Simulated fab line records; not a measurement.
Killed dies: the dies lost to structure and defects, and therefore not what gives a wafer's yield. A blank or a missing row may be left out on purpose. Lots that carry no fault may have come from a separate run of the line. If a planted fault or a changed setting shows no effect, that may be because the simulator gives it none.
A lot that was struck, set against a sound lot | flow sky130 | 35 out of 708 route steps
Sound: these wafers, L614.3, L614.4, L614.6. Struck: wafer L632.2. (L632.1, L632.6 of the same lot were not struck and are left out.) The cause comes at the end.
Per side, at each step with rows, come the tool, then ch with its chambers, and then its first start. Under that, the readings that differ: sound wafers | struck wafers | difference of the means | sigmas: that difference in standard deviations of wafers without a fault.
alike: readings with means less than 2 such deviations apart, plus words and numbers identical on both sides. not compared: withheld readings, readings lacking a value on some wafer, bounds such as >300 that could conceal the same value, and numbers that have no deviation in the record and whose values overlap.
Wherever a step has rows on one side only, a row that says differs or no value, or a row with sigmas, the two part there. Numbers that have no deviation but don't overlap get no sigmas and don't part them. A reading missing from all wafers of one side parts the sides only when that side holds two or more wafers.

first, 10 steps without rows for these wafers: SKY_METAL3_HMDS_06 (prime time 60 s); SKY_METAL3_COAT_07 (resist thk 60 nm); SKY_METAL3_COAT_08 (resist thk 1140 nm); SKY_METAL3_SOFTBAKE_09 (time 90 s); SKY_METAL3_EXPOSE_10 (exposes mask MM3, target cd 300 nm); SKY_METAL3_PEB_11; SKY_METAL3_DEVELOP_12 (develop time 60 s); SKY_METAL3_DESCUM_15 (chemistry O2, time 8 s); SKY_METAL3_ETCH_16 (etches BARC in N2/H2, stops on SiO2, time 88.2 s, target depth 60 nm); SKY_METAL3_ETCH_17 (etches SiO2 in C4F8/O2/Ar, stops on TiN, time 3.9 s, target depth 15 nm).
SKY_METAL3_METAL_ETCH_18: etches the open film in Cl2/BCl3, stops on SiO2, target depth 845 nm, time 183.1 s.
  sound on rie metal-03 ch 0,1, day 38 13:25; struck on rie metal-02 ch 1, day 44 10:40
  reading                | sound | struck | difference                   | sigmas
  rf hours counter h (h) | - - - | 5      | no value on the sound wafers |
  alike: drypump motor current A, oes product au, throttle valve pct
then, 23 steps without rows for these wafers: SKY_METAL3_STRIP_19 (strips in O2/N2); SKY_METAL3_STRIP_20 (strips in post etch residue remover, time 1200 s); SKY_METAL3_CLEAN_21 (cleans in IPA, time 180 s); SKY_METAL3_CLEAN_22 (cleans in O3/DIW); SKY_VIA3_HDPCVD_00 (deposits SiO2, target thk 1635 nm, time 272.5 s); SKY_VIA3_CMP_02 (polishes SiO2); SKY_VIA3_DEHYDRATE_04 (time 60 s); SKY_VIA3_HMDS_05 (prime time 60 s); SKY_VIA3_COAT_06 (resist thk 60 nm); SKY_VIA3_COAT_07 (resist thk 450 nm); SKY_VIA3_SOFTBAKE_08 (time 90 s); SKY_VIA3_EXPOSE_09 (exposes mask VIM3, target cd 200 nm); SKY_VIA3_PEB_10; SKY_VIA3_DEVELOP_11 (develop time 60 s); SKY_VIA3_ETCH_14 (etches BARC in N2/H2, stops on SiO2, time 45.9 s, target depth 60 nm); SKY_VIA3_ETCH_15 (etches SiO2 in C4F8/O2/Ar, stops on TiN, target depth 507 nm, time 78 s); SKY_VIA3_STRIP_16 (strips in O2/N2); SKY_VIA3_STRIP_17 (strips in post etch residue remover, time 1200 s); SKY_VIA3_CLEAN_18 (cleans in IPA, time 180 s); SKY_VIA3_CLEAN_19 (cleans in O3/DIW); SKY_VIA3_SPUTTER_20 (material TiN, target thk 20 nm, time 80 s); SKY_VIA3_CVD_21 (deposits W, target thk 390 nm, time 117.31 s); SKY_VIA3_CMP_24 (polishes, stops on SiO2, t overpolish 20 s, target thk 0 nm).
-- the record jumps here: 6 days lie between the struck wafers' starts before and after (it left off in module VIA3 and takes up again in module PAD_OPEN, whose first step shown is number 708 of the route) --
SKY_PAD_OPEN_PROBE_99:
  sound on prober-01 at day 45 17:38; struck on prober-02 at day 50 10:41
  reading                               | sound             | struck | difference | sigmas
  killed_at_M0_to_M3                    | 50 47 55          | 78     | +27        | +4
  killed dies                           | 99 99 108         | 122    | +20        | +2
  killed on rim                         | 19 20 25          | 29     | +8         | +2
  killed short                          | 44 47 44          | 31     | -14        | -2
  sort_bin_5_function (%)               | 11.4 11.8 14.0    | 17.1   | +4.7       | +3
  sort n pass                           | 393 393 384       | 370    | -20        | -2
  model.etest.tester.sort n pass        | 393 393 384       | 370    | -20        |
  model.etest.tester.sort yield pct (%) | 79.88 79.88 78.05 | 75.2   | -4.1       |
  model.etest.tester.sort_bin_5_pct (%) | 11.38 11.79 14.02 | 17.07  | +4.67      |
  alike: defect limited yield, killed_at_M4_up, killed at contacts, killed at front end, killed at other, killed open, sort_bin_3_pad_short, sort_bin_6_memory, sort yield pct
  not compared: model.etest.tester.sort_bin_3_pct

## WHERE THEY PART
Last at SKY_PAD_OPEN_PROBE_99 as far as this record goes, first at SKY_METAL3_METAL_ETCH_18.

WHY: whatever the simulator had introduced
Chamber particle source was rie metal-02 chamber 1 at SKY_METAL3_METAL_ETCH_18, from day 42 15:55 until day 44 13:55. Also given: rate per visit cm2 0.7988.
